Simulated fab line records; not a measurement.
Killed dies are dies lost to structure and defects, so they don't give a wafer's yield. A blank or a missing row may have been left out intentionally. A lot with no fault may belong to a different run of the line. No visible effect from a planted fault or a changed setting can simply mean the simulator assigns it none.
Chamber matching	flow sky130	SKY_CONTACT_CMP_27 on cmp-01: 4 sister chambers
The step polishes, stops on SiO2, t overpolish 15 s, target thk 0 nm. 20 wafers are shown with their chamber, then 10 later ones without.

WAFERS PAIRED WITH THEIR CHAMBERS
wafer	chamber	overpolish run s (s)	time to endpoint s (s)	motor current A (A)
L452.3	1	15.006	82	11.6
L452.5	0	14.994	86	12.0
L452.6	1	14.998	83	11.5
L453.3	2	15.007	83	11.1
L453.5	0	14.999	83	12.3
L453.6	1	15.004	86	11.7
L455.1	1	15.009	86	11.6
L455.4	0	14.999	83	11.1
L455.5	2	15.012	83	11.7
L457.2	0	14.995	84	11.5
L457.5	3	14.994	89	11.3
L457.6	0	14.992	87	11.9
L458.1	3	15.000	88	11.0
L458.3	1	15.008	86	11.8
L458.4	0	14.994	84	11.7
L460.3	0	14.993	84	11.6
L460.4	2	15.013	81	10.8
L460.6	0	15.001	83	11.3
L461.1	1	15.002	78	11.2
L461.2	0	14.983	79	11.2

SIGNATURES (averages over the wafers above)
reading	chamber 0	chamber 1	chamber 2	chamber 3	scatter within a chamber
overpolish run s	14.99444	15.00450	15.01067	14.99700	0.00465
time to endpoint s	83.67	83.50	82.33	88.50	2.43
motor current A	11.622	11.567	11.200	11.150	0.348
Rule: a wafer lies at a distance from a chamber equal to the root of the sum of squares, over the readings, of (its reading less the chamber's mean, divided by the reading's scatter). If the next closest chamber is less than 2 further off than the closest, the wafer can't be placed; otherwise it belongs to the closest. How the scatter is found: for the shown wafers, subtract from each reading the mean of its chamber, square and add these, divide the total by (wafers less chambers), then take the root.

WAFERS WITH NO CHAMBER GIVEN
wafer	overpolish run s (s)	time to endpoint s (s)	motor current A (A)
L461.4	14.998	83	11.2
L470.4	14.994	82	11.6
L470.5	14.978	84	11.5
L470.6	14.999	80	11.5
L475.1	14.995	84	11.3
L475.2	15.003	89	10.6
L475.4	14.996	86	11.0
L471.2	15.011	83	11.5
L471.5	14.992	84	11.4
L471.6	15.004	79	11.0

EACH ONE'S CHAMBER
wafer	from the rows above	in truth
L461.4	can't be placed: 0 or 1 or 3 or 2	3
L470.4	can't be placed: 0 or 1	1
L470.5	can't be placed: 0 or 3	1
L470.6	can't be placed: 0 or 1 or 2 or 3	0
L475.1	can't be placed: 0 or 3 or 1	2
L475.2	can't be placed: 3 or 1 or 2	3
L475.4	can't be placed: 3 or 0 or 1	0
L471.2	can't be placed: 2 or 1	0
L471.5	can't be placed: 0 or 3 or 1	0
L471.6	can't be placed: 2 or 1 or 0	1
Placed correctly: 0 of 10. Unplaceable from these rows: 10, with the true chamber sitting among the candidates in 7. Placed wrongly: 0.
